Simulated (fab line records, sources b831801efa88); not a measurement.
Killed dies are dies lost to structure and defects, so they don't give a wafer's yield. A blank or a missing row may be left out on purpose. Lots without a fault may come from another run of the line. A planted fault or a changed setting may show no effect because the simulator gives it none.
Chamber matching | flow sky130 | SKY_VIA1_CMP_24 on cmp-01: 4 sister chambers
The step polishes, stops on SiO2, t overpolish 15 s, target thk 0 nm. 8 wafers are shown with their chamber, then 12 later ones without.

WAFERS WITH THEIR CHAMBER
wafer  | chamber | motor_current_A (A) | time_to_endpoint_s (s)
L084.3 | 2       | 10.1                | 70
L085.6 | 3       | 10.6                | 64
L086.2 | 0       | 11.5                | 63
L086.5 | 3       | 10.3                | 68
L086.6 | 2       | 9.6                 | 65
L090.2 | 1       | 11.4                | 57
L090.5 | 0       | 11.8                | 60
L090.6 | 1       | 11.4                | 58

WAFERS WITHOUT THEIR CHAMBER
wafer  | motor_current_A (A) | time_to_endpoint_s (s)
L091.3 | 11.5                | 55
L091.4 | 12.2                | 55
L091.6 | 11.1                | 58
L095.1 | 11.2                | 55
L095.2 | 11.1                | 58
L095.6 | 11.1                | 58
L096.1 | 10.5                | 66
L096.3 | 11.7                | 62
L096.4 | 10.0                | 69
L096.2 | 11.3                | 61
L096.5 | 11.3                | 65
L096.6 | 11.1                | 62

WHICH CHAMBER EACH WENT THROUGH
wafer  | from the rows above          | in truth
L091.3 | can't be placed: 1 or 0      | 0
L091.4 | can't be placed: 0 or 1      | 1
L091.6 | can't be placed: 1 or 0      | 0
L095.1 | can't be placed: 1 or 0      | 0
L095.2 | can't be placed: 1 or 0      | 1
L095.6 | can't be placed: 1 or 0      | 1
L096.1 | 3                            | 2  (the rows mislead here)
L096.3 | can't be placed: 0 or 1      | 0
L096.4 | can't be placed: 2 or 3      | 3
L096.2 | can't be placed: 1 or 0      | 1
L096.5 | can't be placed: 0 or 1 or 3 | 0
L096.6 | can't be placed: 1 or 0 or 3 | 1
Placed correctly: 0 of 12. Can't be placed from these rows: 11 (the true chamber is among the candidates in 11). Placed wrongly: 1.
How it was worked out, from the rows above alone: a wafer's distance from a chamber is the root of the sum, over the readings, of the square of ((its reading less the chamber's mean) divided by the reading's scatter). The wafer belongs to the nearest chamber; if the next one is less than 2 further off, it can't be placed. A chamber's mean is the mean of its shown wafers. The scatter: the root of (the sum of the squares of (reading less its chamber's mean) over the shown wafers, divided by (wafers less chambers)).
